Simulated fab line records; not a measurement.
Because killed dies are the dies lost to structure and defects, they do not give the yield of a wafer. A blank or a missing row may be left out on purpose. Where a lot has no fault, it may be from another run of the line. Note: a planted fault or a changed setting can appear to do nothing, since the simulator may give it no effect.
Which tool was responsible?	flow gf180mcu	Sampling: 6 lots, 18 wafers, 3 of 602 route steps

== WHAT THE GAUGES SHOWED, per wafer ==
GF_VT_IMPLANT_TW_MEAS_21.
lot	measured	on	VT_IMPLANT_2_TW
L896	day 6 18:34	film_metro-04	1205 1209 1212
L898	day 7 05:51	film_metro-01	30 30 30
L910	day 10 10:17	film_metro-04	1216 1216 1221
L912	day 11 01:25	film_metro-01	1203 1217 1213
L915	day 11 20:29	film_metro-03	1202 1204 1204
L917	day 12 11:51	film_metro-04	1228 1231 1220

== WHAT TOOL EACH LOT RAN ON (gives the tool, then ch and the chambers of the sampled wafers, and finally the start) ==
lot	GF_VT_IMPLANT_STRIP_09	GF_VT_IMPLANT_STRIP_20
L896	plasma_asher-03 ch 0,1, day 6 03:00	plasma_asher-03 ch 0,1, day 6 18:28
L898	plasma_asher-03 ch 0,1, day 6 14:16	plasma_asher-03 ch 0,1, day 7 05:45
L910	plasma_asher-04 ch 0,1, day 9 16:48	plasma_asher-04 ch 0,1, day 10 10:11
L912	plasma_asher-04 ch 0,1, day 10 06:49	plasma_asher-04 ch 0,1, day 11 01:20
L915	plasma_asher-01 ch 0, day 11 01:11	plasma_asher-01 ch 0,1, day 11 20:23
L917	plasma_asher-04 ch 1, day 11 16:21	plasma_asher-03 ch 0,1, day 12 11:45
- GF_VT_IMPLANT_STRIP_09: strips in O2/N2.
- GF_VT_IMPLANT_STRIP_20: strips in O2/N2.

== THE ANSWER, worked out from the rows above alone ==
Rule: the usual values come from the lots themselves. The widest of any qualifying gaps counts: lots, ordered by their means at a reading, are off when they make up no more than a third of the lots, leave a main group of 4 or more, and stand apart from it by 3 or more times the standard deviation of that group's means. Not used: any main group whose means are identical at the precision the tables above print for the reading. Also off: a lot with no number at a reading for which 4 or more lots have one. Any other lot the step has rows for is counted as sound.
Off: L898, at GF_VT_IMPLANT_TW_MEAS_21 (VT_IMPLANT_2_TW). For the main group the mean is 1213 and the standard deviation 7.9.
If a tool, at a process step before that reading, ran all the lots that are off and no sound lot after the first of them, it fits. The gauges at GF_VT_IMPLANT_TW_MEAS_21 are tried like those tools. One fits: GF_VT_IMPLANT_STRIP_09 on plasma_asher-03. A fault onset in the window from L896 (day 6 03:00, its last sound lot) to L898 (day 6 14:16, its first lot off) fits.

== WHAT THE SIMULATOR HAD PUT IN ==
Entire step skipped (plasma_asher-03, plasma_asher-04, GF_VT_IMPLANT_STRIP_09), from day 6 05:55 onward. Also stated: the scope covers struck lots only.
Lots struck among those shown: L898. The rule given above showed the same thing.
